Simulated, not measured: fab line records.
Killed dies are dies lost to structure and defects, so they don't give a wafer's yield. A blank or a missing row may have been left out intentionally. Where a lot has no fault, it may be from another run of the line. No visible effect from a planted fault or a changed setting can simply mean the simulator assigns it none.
Which tool is to blame?	flow sky130	13 lots, 39 wafers sampled, at 4 steps of a route of 708

## WHAT THE GAUGES SHOWED, per wafer
SKY_VT_ADJUST_HVTR_CD_MEAS_07: target cd 380 nm.
lot	measured	on	cd nm (nm)
L643	day 9 10:19	cd sem-01	380.3 381.0 381.0
L644	day 9 18:25	cd sem-02	381.0 380.8 381.5
L645	day 10 02:10	cd sem-01	381.7 380.6 380.9
L647	day 10 17:07	cd sem-02	376.2 376.7 375.9
L649	day 11 05:31	cd sem-02	380.6 379.1 382.1
L650	day 11 13:58	cd sem-02	378.5 377.8 376.3
L651	day 11 19:28	cd sem-01	381.4 380.8 378.6
L652	day 12 01:43	cd sem-01	378.2 379.6 379.6
L653	day 12 11:50	cd sem-01	379.5 378.4 378.4
L662	day 15 04:25	cd sem-02	378.9 379.3 381.0
L664	day 15 16:17	cd sem-02	379.5 378.4 380.2
L665	day 16 04:07	cd sem-01	381.7 375.6 379.7
L666	day 16 12:44	cd sem-01	378.8 379.8 379.4

SKY_POLY_CUT_CD_MEAS_08: target cd 270 nm.
lot	measured	on	cd nm (nm)
L643	day 24 00:52	cd sem-02	270.9 271.2 270.6
L644	day 24 12:28	cd sem-01	270.4 271.1 270.5
L645	day 25 00:01	cd sem-02	270.7 269.3 270.3
L647	day 25 23:01	cd sem-01	269.0 268.0 268.9
L649	day 26 05:46	cd sem-01	270.2 269.8 268.9
L650	day 26 15:34	cd sem-01	273.8 270.9 271.1
L651	day 26 23:52	cd sem-02	268.6 270.0 270.0
L652	day 27 08:37	cd sem-02	270.7 270.4 271.7
L653	day 27 19:20	cd sem-01	268.4 269.4 269.8
L662	day 30 15:52	cd sem-02	268.9 269.9 269.8
L664	day 31 06:59	cd sem-01	269.8 269.8 269.6
L665	day 31 16:22	cd sem-01	269.4 269.7 269.7
L666	day 32 02:29	cd sem-02	269.2 271.7 269.3

## WHAT TOOL EACH LOT RAN ON (gives the tool, then ch and the chambers of the sampled wafers, and finally the start)
lot	SKY_VT_ADJUST_LVTN_STRIP_09	SKY_GATE_OXIDE_CLEAN_00
L643	plasma asher-01 ch 0,1, day 6 20:27	wet bench-02 ch 3, day 12 12:58
L644	plasma asher-03 ch 0,1, day 7 03:46	wet bench-01 ch 2, day 12 22:58
L645	plasma asher-01 ch 0,1, day 7 12:03	wet bench-04 ch 2, day 13 07:12
L647	plasma asher-02 ch 0,1, day 8 01:52	wet bench-04 ch 1, day 14 01:01
L649	plasma asher-03 ch 0,1, day 8 13:04	wet bench-01 ch 0, day 14 15:16
L650	plasma asher-01 ch 0,1, day 8 20:07	wet bench-01 ch 0, day 14 21:52
L651	plasma asher-02 ch 0,1, day 9 01:46	wet bench-04 ch 2, day 15 06:11
L652	plasma asher-02 ch 0,1, day 9 06:54	wet bench-02 ch 0, day 15 15:12
L653	plasma asher-03 ch 0,1, day 9 15:58	wet bench-01 ch 3, day 16 00:44
L662	plasma asher-01 ch 0,1, day 11 22:22	wet bench-04 ch 0, day 19 01:33
L664	plasma asher-02 ch 0,1, day 12 09:55	wet bench-04 ch 3, day 19 20:26
L665	plasma asher-02 ch 0,1, day 12 19:51	wet bench-01 ch 0, day 20 04:08
L666	plasma asher-03 ch 1, day 13 03:52	wet bench-02 ch 1, day 20 13:54
- SKY_VT_ADJUST_LVTN_STRIP_09: strips in O2/N2.
- SKY_GATE_OXIDE_CLEAN_00: cleans in SC1/SC2, time 150 s.

## WHAT THE TOOLS THEMSELVES READ (means of the sampled wafers that have a number; where no wafer has one, the mark that the record gives instead)
SKY_VT_ADJUST_LVTN_STRIP_09.
lot	tool	drypump motor current A (A)	oes product au (a.u.)	strip time to endpoint s (s)
L643	plasma asher-01	5.94	0.726	36.87
L644	plasma asher-03	5.86	0.721	36.97
L645	plasma asher-01	5.93	0.720	36.99
L647	plasma asher-02	5.85	0.720	36.77
L649	plasma asher-03	5.76	0.724	36.86
L650	plasma asher-01	5.92	0.721	36.93
L651	plasma asher-02	5.70	0.722	37.03
L652	plasma asher-02	5.69	0.720	37.09
L653	plasma asher-03	5.75	0.721	36.93
L662	plasma asher-01	5.92	0.723	36.96
L664	plasma asher-02	5.85	0.721	36.94
L665	plasma asher-02	5.83	0.724	36.78
L666	plasma asher-03	5.63	0.722	36.98

SKY_GATE_OXIDE_CLEAN_00.
lot	tool	bath guard temp C (C)	bath heat duty pct (%)
L643	wet bench-02	70.2	12.0
L644	wet bench-01	70.7	11.6
L645	wet bench-04	70.1	13.2
L647	wet bench-04	70.3	16.2
L649	wet bench-01	70.4	11.5
L650	wet bench-01	70.5	11.8
L651	wet bench-04	69.9	12.9
L652	wet bench-02	-	-
L653	wet bench-01	-	-
L662	wet bench-04	70.6	12.7
L664	wet bench-04	69.7	15.3
L665	wet bench-01	70.4	12.4
L666	wet bench-02	70.7	15.1

## THE ANSWER, worked out from the rows above alone
Rule: the lots themselves supply what counts as usual. Put in order of their means at a reading, lots are off if they are a third of the lots or fewer, leave a main group of 4 or more, and stand apart from it by a gap of 3 or more times the standard deviation of the main group's means; of several such gaps the widest counts. If all means in a main group match to the digits the tables above print for the reading, that group is not used. Also off: a lot with no number at a reading for which 4 or more lots have one. Any other lot the step has rows for is counted as sound. Order of review: gauges by route order, followed by the tools' own readings, for which a lot's mean as printed above is used. The first step at which some lot is off is used, and at that step the reading that is off furthest; a lot without a number counts as furthest.
Off: L652, L653, at SKY_GATE_OXIDE_CLEAN_00 (bath guard temp C). Without a number there: L652, L653. Main group: mean 70.3 C, sd 0.31.
A tool fits if, at that step or a process step before it, it ran every lot that is off, and no sound lot after the first of them. None of those tried fits.

## WHAT THE SIMULATOR PUT IN
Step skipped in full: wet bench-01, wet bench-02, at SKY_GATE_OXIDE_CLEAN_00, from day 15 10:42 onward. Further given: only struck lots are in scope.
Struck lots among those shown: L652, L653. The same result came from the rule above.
